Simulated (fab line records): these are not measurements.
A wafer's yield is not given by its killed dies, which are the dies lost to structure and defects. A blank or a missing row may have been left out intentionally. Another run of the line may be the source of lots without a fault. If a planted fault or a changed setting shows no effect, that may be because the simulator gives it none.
What tool caused it? | flow sky130 | at 1 step of a route of 708, 15 lots with 45 wafers sampled

== WHAT THE GAUGES READ, wafer by wafer ==
SKY_VIA4_THK_MEAS_20: measures by xrf.
lot  | measured     | on           | VIA4_W_THK (nm)
L345 | day 42 02:00 | filmMetro-01 | 500 501 504
L346 | day 42 12:23 | filmMetro-01 | 518 514 504
L347 | day 42 20:40 | filmMetro-01 | 508 496 504
L348 | day 43 06:55 | filmMetro-03 | 499 508 506
L350 | day 44 09:46 | filmMetro-01 | 518 506 506
L351 | day 44 12:31 | filmMetro-03 | 507 508 512
L352 | day 44 19:44 | filmMetro-03 | 505 499 512
L353 | day 45 01:03 | filmMetro-03 | 501 504 503
L355 | day 45 10:04 | filmMetro-03 | 494 500 500
L356 | day 45 12:57 | filmMetro-03 | 494 495 497
L357 | day 45 21:16 | filmMetro-03 | 501 514 504
L358 | day 46 00:05 | filmMetro-01 | 506 509 511
L367 | day 48 18:59 | filmMetro-03 | 494 499 493
L366 | day 48 19:12 | filmMetro-01 | 503 497 498
L368 | day 48 23:34 | filmMetro-03 | 514 509 513

== TOOL THAT RAN EACH LOT (tool first, then ch and the chambers of the sampled wafers, then the start) ==
The record shows no process step preceding these readings.

== WHAT THE TOOLS THEMSELVES READ (means of the sampled wafers that have a number; where no wafer has one, the mark that the record gives instead) ==
The record holds no such reading with a usual standard deviation.

== THE ANSWER, worked out from the rows above alone ==
Rule: usual is defined by the lots themselves. Put in order of their means at a reading, lots are off if they are a third of the lots or fewer, leave a main group of 4 or more, and stand apart from it by a gap of 3 or more times the standard deviation of the main group's means; of several such gaps the widest counts. Not used: any main group whose means are identical at the precision the tables above print for the reading. A lot without any number at a reading at which 4 lots or more have one is off too. The other lots that the step has rows for count as sound. The gauges are gone through in route order, then the tools' own readings, and for those a lot's mean is taken as printed above. At the first step where some lot is off, the reading lying furthest off is the one used; lots without a number count as furthest.
No lot is off on any of the readings shown, so nothing can be concluded from this.

== WHAT WAS PUT IN BY THE SIMULATOR ==
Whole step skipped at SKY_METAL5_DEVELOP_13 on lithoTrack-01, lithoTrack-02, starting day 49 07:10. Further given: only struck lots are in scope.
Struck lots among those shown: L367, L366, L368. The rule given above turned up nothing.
